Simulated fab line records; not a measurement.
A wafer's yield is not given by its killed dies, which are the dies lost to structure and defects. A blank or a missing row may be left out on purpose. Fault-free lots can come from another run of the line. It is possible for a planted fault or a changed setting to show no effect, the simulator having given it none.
A lot that was struck, set against a sound lot / flow gf180mcu / 27 out of 602 route steps
Sound: wafers L899.2, L899.5, L899.6. Wafers struck: L907.1, L907.2, L907.3. At the end, the cause is stated.
For every step that has rows: the tool of each side, followed by ch and its chambers, followed by its first start. Under that, the readings that differ: sound wafers / struck wafers / difference of the means / sigmas: that difference in standard deviations of wafers without a fault.
alike: same words and numbers on both sides, and readings whose means sit less than 2 such deviations apart. not compared: any withheld reading, any reading some wafer has no value for, any bound like >300 that may hide the same value, and any number with overlapping values for which the record gives no deviation.
A row with sigmas, a row that says differs or no value, or rows on one side alone: a step with any of these is where the two part. Numbers that have no deviation but don't overlap get no sigmas and don't part them. Lack of a reading on every wafer of one side parts them only where that side has two or more wafers.

GF_HV_LDD_ETCHBACK_58: etches Si3N4 in CH3F/O2, stops on SiO2, time 100 s, target depth 90 nm.
  sound on rieDiel-03 ch 1,2,3, day 13 03:06; struck on rieDiel-01 ch 0,1,2, day 15 11:29
  alike: O2_flow_sccm, biasW, drypumpMotorCurrentA, oesProductAu, throttleValvePct
  not compared: rfHoursCounterH
then, 7 steps without rows for these wafers: GF_NSD_DEHYDRATE_00 (time 60 s); GF_NSD_HMDS_01 (prime time 60 s); GF_NSD_COAT_02 (resist thk 1000 nm); GF_NSD_SOFTBAKE_03 (time 60 s); GF_NSD_EXPOSE_04 (exposes mask Nplus, target cd 400 nm); GF_NSD_PEB_05; GF_NSD_DEVELOP_06 (develop time 60 s).
GF_NSD_CD_MEAS_07 targets a cd of 400 nm.
  sound on cdSem-02 at day 13 23:29; struck on cdSem-02 at day 16 08:41
  alike: cdNm
GF_NSD_OVL_MEAS_08:
  sound on overlay-02 at day 13 23:35; struck on overlay-01 at day 16 08:48
  alike: NSD_OVL
then, 2 steps without rows for these wafers: GF_NSD_IMPLANT_09; GF_NSD_IMPLANT_10.
GF_NSD_STRIP_11: strips in O2/N2.
  sound on plasmaAsher-01 ch 0,1, day 13 23:55; struck on plasmaAsher-03 ch 0,1, day 16 09:08
  no value came back on the struck wafers for any of 6 readings (chamberPressureMTorr (mTorr), drypumpMotorCurrentA (A) and others); on the sound wafers chamberPressureMTorr (mTorr) reads 1500.3 1498.6 1499.7
reading=model.NOVOLAK_of_NSD_COAT_02.thkNm (nm); sound=0 0 0; struck=995 995.2 997.8; difference=+996; sigmas=
  not compared: rfHoursCounterH
GF_NSD_TW_MEAS_12:
  sound on filmMetro-04 at day 14 00:02; struck on filmMetro-04 at day 16 09:14
  alike: NSD_TW
then, 7 steps without rows for these wafers: GF_PSD_DEHYDRATE_00 (time 60 s); GF_PSD_HMDS_01 (prime time 60 s); GF_PSD_COAT_02 (resist thk 1000 nm); GF_PSD_SOFTBAKE_03 (time 60 s); GF_PSD_EXPOSE_04 (exposes mask Pplus, target cd 400 nm); GF_PSD_PEB_05; GF_PSD_DEVELOP_06 (develop time 60 s).
GF_PSD_CD_MEAS_07 targets a cd of 400 nm.
  sound on cdSem-01 at day 14 20:26; struck on cdSem-02 at day 17 07:22
reading=cdNm (nm); sound=395.7 397.5 397.5; struck=403.5 403.3 404.3; difference=+6.8; sigmas=+2
GF_PSD_OVL_MEAS_08:
  sound on overlay-01 at day 14 20:32; struck on overlay-02 at day 17 07:29
  alike: PSD_OVL
after that, 1 step had no rows for these wafers: GF_PSD_IMPLANT_09.
GF_PSD_STRIP_10: strips in O2/N2.
  sound on plasmaAsher-01 ch 0,1, day 14 20:43; struck on plasmaAsher-02 ch 0,1, day 17 07:40
reading=oesProductAu (a.u.); sound=0.597 0.590 0.597; struck=0.662 0.652 0.657; difference=+0.062; sigmas=+14
reading=stripTimeToEndpointS (s); sound=16.537 16.514 16.505; struck=31.359 31.340 31.382; difference=+14.842; sigmas=+99 or more
  alike: chamberPressureMTorr, drypumpMotorCurrentA, heaterPowerW, n2FlowSccm
  not compared: rfHoursCounterH
GF_PSD_TW_MEAS_11:
  sound on filmMetro-02 at day 14 20:50; struck on filmMetro-04 at day 17 07:46
reading=PSD_TW; sound=3170 3195 3188; struck=30 30 30; difference=-3154; sigmas=-99
then, 1 step without rows for these wafers: GF_PSD_CLEAN_12 (cleans in SC1/SC2, time 150 s).

== WHERE THEY PART ==
First at GF_NSD_STRIP_11; last, within this record, at GF_PSD_TW_MEAS_11.

WHY: what the simulator had put in
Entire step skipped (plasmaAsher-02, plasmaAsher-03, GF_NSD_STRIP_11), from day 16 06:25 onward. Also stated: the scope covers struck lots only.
